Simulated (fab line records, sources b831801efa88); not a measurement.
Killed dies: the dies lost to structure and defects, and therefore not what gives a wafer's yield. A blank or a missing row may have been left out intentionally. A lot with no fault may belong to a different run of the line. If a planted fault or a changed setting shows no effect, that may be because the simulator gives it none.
A lot that was struck, set against a sound lot || flow sky130 || 21 steps out of a route of 708
Sound: the wafers L715.2, L715.4, L715.5. Struck: wafers L724.3, L724.4, L724.5. The cause is given at the end.
Order at every step that has rows: each side's tool, ch and its chambers, its first start. Under that, the readings that differ: sound wafers || struck wafers || difference of the means || sigmas: that difference in standard deviations of wafers without a fault.
alike: words and numbers the same on both sides, and readings whose means are apart by under 2 such deviations; not compared: readings that were withheld, readings missing a value for some wafer, numbers with overlapping values and no deviation given by the record, and bounds like >300 which may hide the same value.
The two part at a step that has a row with sigmas, a row that says differs or no value, or rows on one side only. Non-overlapping numbers with no deviation appear without sigmas and do not part them. A reading missing from all wafers of one side parts the sides only when that side holds two or more wafers.

first, 1 step without rows for these wafers: SKY_RES_XHIGH_IMPLANT_07.
SKY_RES_XHIGH_STRIP_08: strips in O2/N2.
  sound on plasma asher-03 ch 0,1, day 30 22:01; struck on plasma asher-01 ch 0,1, day 34 02:54
{"reading": "drypump motor current A (A)", "sound": "6.5 5.9 6.5", "struck": "5.2 5.3 5.3", "difference": -1.0, "sigmas": -3}
  alike: o2 flow sccm, oes product au, strip time to endpoint s
  not compared: rf hours counter h
SKY_RES_XHIGH_TW_MEAS_09:
  sound on film metro-04, day 30 22:08; struck on film metro-01, day 34 02:59
  alike: RES_XHIGH_TW
then, 7 steps without rows for these wafers: SKY_SD_N_DEHYDRATE_00 (time 60 s); SKY_SD_N_HMDS_01 (prime time 60 s); SKY_SD_N_COAT_02 (resist thk 1140 nm); SKY_SD_N_SOFTBAKE_03 (time 59.13 s); SKY_SD_N_EXPOSE_04 (exposes mask NSDM, target cd 380 nm); SKY_SD_N_PEB_05; SKY_SD_N_DEVELOP_06 (develop time 60 s).
SKY_SD_N_CD_MEAS_07: target cd 380 nm.
  sound on cd sem-02, day 32 01:48; struck on cd sem-02, day 35 05:34
  alike: cd nm
SKY_SD_N_OVL_MEAS_08:
  sound on overlay-02, day 32 01:55; struck on overlay-02, day 35 05:40
  alike: SD_N_OVL
SKY_SD_N_IMPLANT_09:
  sound on implanter-02 ch 0, day 32 01:58; struck on implanter-01 ch 0, day 35 05:44
{"reading": "beam on s (s)", "sound": "18.7 18.5 19.5", "struck": "16.3 16.6 16.7", "difference": -2.4, "sigmas": -3}
{"reading": "faraday current uA", "sound": "11705 11878 11237", "struck": "13450 13155 13059", "difference": "+1615", "sigmas": "+4"}
next, for these wafers, 1 step has no rows: SKY_SD_N_IMPLANT_10.
SKY_SD_N_STRIP_11: strips in O2/N2.
  sound on plasma asher-03 ch 0,1, day 32 02:14; struck on plasma asher-01 ch 0,1, day 35 06:01
{"reading": "drypump motor current A (A)", "sound": "5.9 6.5 6.6", "struck": "5.2 5.2 5.2", "difference": -1.1, "sigmas": -2}
{"reading": "strip time to endpoint s (s)", "sound": "22.59 22.53 22.59", "struck": "21.86 21.93 21.90", "difference": -0.67, "sigmas": -18}
  alike: o2 flow sccm, oes product au
  not compared: rf hours counter h
SKY_SD_N_TW_MEAS_12:
  sound on film metro-04, day 32 02:21; struck on film metro-03, day 35 06:07
  alike: SD_N_TW
then, 1 step without rows for these wafers: SKY_SD_N_CLEAN_13 (cleans in SC1/SC2, time 150 s).
SKY_SD_N_RTA_14: time 2 s.
  sound on rtp anneal-01 ch 0, day 32 02:31; struck on rtp anneal-01 ch 0, day 35 06:13
  alike: anneal temp c max, lamp power pct, ramp up c per s, wafer_temp_C_max
SKY_SD_N_RS_MEAS_16: uses a four-point probe to measure.
  sound on film metro-03, day 32 02:42; struck on film metro-01, day 35 06:25
{"reading": "SD_N_RS (ohm/sq)", "sound": "68.52 68.41 68.59", "struck": "70.24 70.10 70.23", "difference": "+1.68", "sigmas": "+18"}
SKY_SD_N_RS_MEAS_17: uses a four-point probe to measure.
  sound on film metro-03, day 32 02:49; struck on film metro-01, day 35 06:32
  alike: SD_P_RS
-- here the record skips 16 days between the struck wafers' starts before and after, leaving off in module SD_N and picking up in module PAD_OPEN (first step shown: number 708 of the route) --
SKY_PAD_OPEN_PROBE_99:
  sound on prober-01, day 48 21:41; struck on prober-01, day 50 22:11
{"reading": "model.etest.res ndiff.line ohm um", "sound": "754.7 760.1 763.9", "struck": "784.9 809.9 793.5", "difference": "+36.5", "sigmas": ""}
{"reading": "model.etest.res ndiff hv.rs ohm sq", "sound": "111.1 112 110.7", "struck": "119.7 119.4 119.3", "difference": "+8.2", "sigmas": ""}
{"reading": "model.etest.res ndiff.rs ohm sq", "sound": "117.7 117.9 118.2", "struck": "124.5 125.4 124.5", "difference": "+6.9", "sigmas": ""}
  alike: killed_at_M0_to_M3, killed_at_M4_up, killed at contacts, killed at front end, killed at other, killed dies, killed open, killed short
  not compared: model.etest.licon ndiff.rc ohm

WHERE THEY PART
First at SKY_RES_XHIGH_STRIP_08; last, within this record, at SKY_SD_N_RS_MEAS_16. Later steps at which nothing parts them and some readings are alike: SKY_SD_N_RS_MEAS_17, SKY_PAD_OPEN_PROBE_99.

WHY: what the simulator had put in
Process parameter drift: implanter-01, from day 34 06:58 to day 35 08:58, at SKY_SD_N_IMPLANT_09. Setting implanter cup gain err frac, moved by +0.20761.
